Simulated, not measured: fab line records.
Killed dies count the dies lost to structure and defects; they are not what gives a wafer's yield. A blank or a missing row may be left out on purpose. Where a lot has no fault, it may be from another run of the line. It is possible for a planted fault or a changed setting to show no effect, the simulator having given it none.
Problem report, 8D (eight disciplines) form, completed by code -- flow sfq line -- the parts of the form that need people (team, actions taken, sign-off) are left out

== 1. WHAT IS WRONG ==
Across 3 wafers from 2 lots, L0_MONX_KI_RS at SFQ_L0_RS_MEAS_901 averages 58.2 ohm/sq, while fault-free wafers read 43.4 ohm/sq with a standard deviation of 0.58. That is +26 standard deviations from the usual mean.
The step: measures by four-point-probe.
Seen first at day 5 16:35 on film metro-04, wafer L287.2. At this step, 42 wafers from 14 lots have a number in the record. The rule behind "out" and "out of limits": a value lying over 4 standard deviations away from the usual mean. The rest of the wafers with a number are treated as sound.

== 2. WHAT IT IS; WHAT IT IS NOT ==
question,is,is not
which readings at this step,L0_MONX_KI_RS,-
which lots,"L287, L288","L267, L268, L269, L270, L271, L272, L273, L275, L276, L278, L279, L289"
which wafers of those lots,"L287.2, L288.1, L288.5","L287.5, L287.6, L288.2"
read on which gauges,"film metro-03, film metro-04",film metro-01
when,from day 5 16:35,"up to then (35 sound wafers); but 4 sound wafers of L288, L289 came after"

== 3. THE SUSPECTS, EACH WITH WHAT RULES IT OUT ==
Counting: a tool at a process step up to the reading stays a suspect if it ran every lot that is out. Sound lots after the first of them don't rule it out here, since some wafers of a struck lot are sound.
- the gauge at SFQ_L0_RS_MEAS_901 has been ruled out. 2 gauges (film metro-03, film metro-04) read the wafers that are out.
- pvd sputter-03 at SFQ_TRILAYER_L0_DEP_SPUTTER_003 (material MoNx KI, target thk 40 nm, time 100 s): kept. It processed each lot that is out (first: L287, day 5 16:29); up to then, its last sound lot is L278 (day 3 19:29).
Left after counting: pvd sputter-03 at SFQ_TRILAYER_L0_DEP_SPUTTER_003.

== 4. THE CAUSE (what the simulator had put in) ==
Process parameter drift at SFQ_TRILAYER_L0_DEP_SPUTTER_003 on pvd sputter-03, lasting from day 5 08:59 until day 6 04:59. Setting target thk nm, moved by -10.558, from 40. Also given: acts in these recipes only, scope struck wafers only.
Counting left only this tool.

== 5. THE CHAIN OF EFFECTS, in route order ==
One row per reading whose mean, taken over the struck wafers that have a number, lies over 3 standard deviations from the usual. Only readings for which the record gives a usual standard deviation are gone through. hours: the time from each lot's start at the first step in this table that gives one to its start at this step, as a median over the lots. sigmas: the change in usual standard deviations.
hours,step,reading,usual,on struck wafers,change,sigmas
0,SFQ_L0_RS_MEAS_901,L0_MONX_KI_RS,43.4 ohm/sq,58.2,+14.8,+26
0,SFQ_L0_THK_MEAS_902,L0_MONX_KI_THK,40.6 nm,30.2,-10.4,-19
72,SFQ_TRILAYER_L0_ETCH_METAL_ETCH_008,oes product au,0.875 a.u.,0.748,-0.127,-16
The process steps in it:
- SFQ_TRILAYER_L0_ETCH_METAL_ETCH_008: etches MoNx KI in SF6/O2, stops on SiO2, target depth 50 nm, time 25 s.
Later measuring or inspecting steps at which every struck wafer that the step has a row for has a number for every such reading, and none has moved that far: SFQ_M8_THK_MEAS_950.

== 6. HOW IT WOULD HAVE BEEN CAUGHT EARLIER ==
In this record the first reading out of limits at a measuring or inspecting step was taken at day 5 16:35, 8 hours after the fault began at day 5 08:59.
Of the tool readings at SFQ_TRILAYER_L0_DEP_SPUTTER_003 for which the record gives a usual standard deviation, none was out on any struck wafer, so an alarm limit of 4 standard deviations on them would not have fired.
Lots out: 2; of these, L288 started SFQ_TRILAYER_L0_DEP_SPUTTER_003 on pvd sputter-03 after day 5 16:35. It would have been spared by a hold on the tool at that moment.
